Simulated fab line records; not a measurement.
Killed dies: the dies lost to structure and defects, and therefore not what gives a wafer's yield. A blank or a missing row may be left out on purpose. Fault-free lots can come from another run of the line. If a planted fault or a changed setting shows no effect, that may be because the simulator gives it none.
Struck lot and sound lot, side by side | flow gf180mcu | 15 out of 602 route steps
Sound: these wafers, L746.2, L746.3, L746.4. Wafers L753.1, L753.3, L753.5 were the ones struck. The cause comes at the end.
Each step with rows lists, per side, the tool, then ch with its chambers, then its first start. Under that, the readings that differ: sound wafers | struck wafers | difference of the means | sigmas: that difference in standard deviations of wafers without a fault.
alike: same words and numbers on both sides, and readings whose means sit less than 2 such deviations apart. not compared: any withheld reading, any reading some wafer has no value for, any bound like >300 that may hide the same value, and any number with overlapping values for which the record gives no deviation.
The two part at a step that has a row with sigmas, a row that says differs or no value, or rows on one side only. Numbers that don't overlap but have no deviation are shown without sigmas and don't part them. A reading missing from all wafers of one side parts the sides only when that side holds two or more wafers.

GF_MIM_SPUTTER_09: material TiN, target thk 35 nm, time 29.2 s.
  sound: pvd-sputter-03 at day 25 09:11; struck: pvd-sputter-03 at day 27 18:03
  alike: throttle-valve-pct
GF_MIM_RS_MEAS_10: measures by four-point-probe.
  sound: film-metro-01 at day 25 09:14; struck: film-metro-03 at day 27 18:05
  alike: MIM_ALCU_RS
GF_MIM_THK_MEAS_11: measures by xrf.
  sound: film-metro-01 at day 25 09:21; struck: film-metro-03 at day 27 18:13
  alike: MIM_ALCU_THK
then, 7 steps without rows for these wafers: GF_MIM_DEHYDRATE_12 (time 60 s); GF_MIM_HMDS_13 (prime time 60 s); GF_MIM_COAT_14 (resist thk 1000 nm); GF_MIM_SOFTBAKE_15 (time 60 s); GF_MIM_EXPOSE_16 (exposes mask FuseTop, target cd 2000 nm); GF_MIM_PEB_17; GF_MIM_DEVELOP_18 (develop time 60 s).
GF_MIM_METAL_ETCH_19: etches the open film in Cl2/BCl3, stops on Si3N4, target depth 324.5 nm, time 54.1 s.
  sound on rie-metal-04 ch 0,1, day 26 06:29; struck on rie-metal-04 ch 0,1, day 28 13:44
  alike: chamber-pressure-mTorr, drypump-motor-current-A, oes-product-au, throttle-valve-pct
  not compared: rf-hours-counter-h
GF_MIM_STRIP_20: strips in O2/N2.
  sound on plasma-asher-03 ch 0,1, day 26 06:34; struck on plasma-asher-02 ch 0,1, day 28 13:49
  reading                     | sound       | struck      | difference | sigmas
  drypump-motor-current-A (A) | 6.7 6.7 6.1 | 5.3 5.3 5.0 | -1.3       | -2
  alike: chamber-pressure-mTorr, heater-power-w, oes-product-au, strip-time-to-endpoint-s
  not compared: rf-hours-counter-h
GF_MIM_STRIP_21: strips in post etch residue remover, time 1200 s.
  sound on wet-bench-02 ch 2, day 26 06:40; struck on wet-bench-02 ch 0, day 28 13:55
  no value came back on the struck wafers for bath-guard-temp-C (C), bath-heat-duty-pct (%); on the sound wafers bath-guard-temp-C (C) reads 72.6 72.9 72.9
then, 2 steps without rows for these wafers: GF_MIM_CLEAN_22 (cleans in DIW); GF_PASSIVATION_PROBE_99.

## WHERE THEY PART
At GF_MIM_STRIP_20 first; at GF_MIM_STRIP_21 last (within this record only).

WHY: whatever the simulator had introduced
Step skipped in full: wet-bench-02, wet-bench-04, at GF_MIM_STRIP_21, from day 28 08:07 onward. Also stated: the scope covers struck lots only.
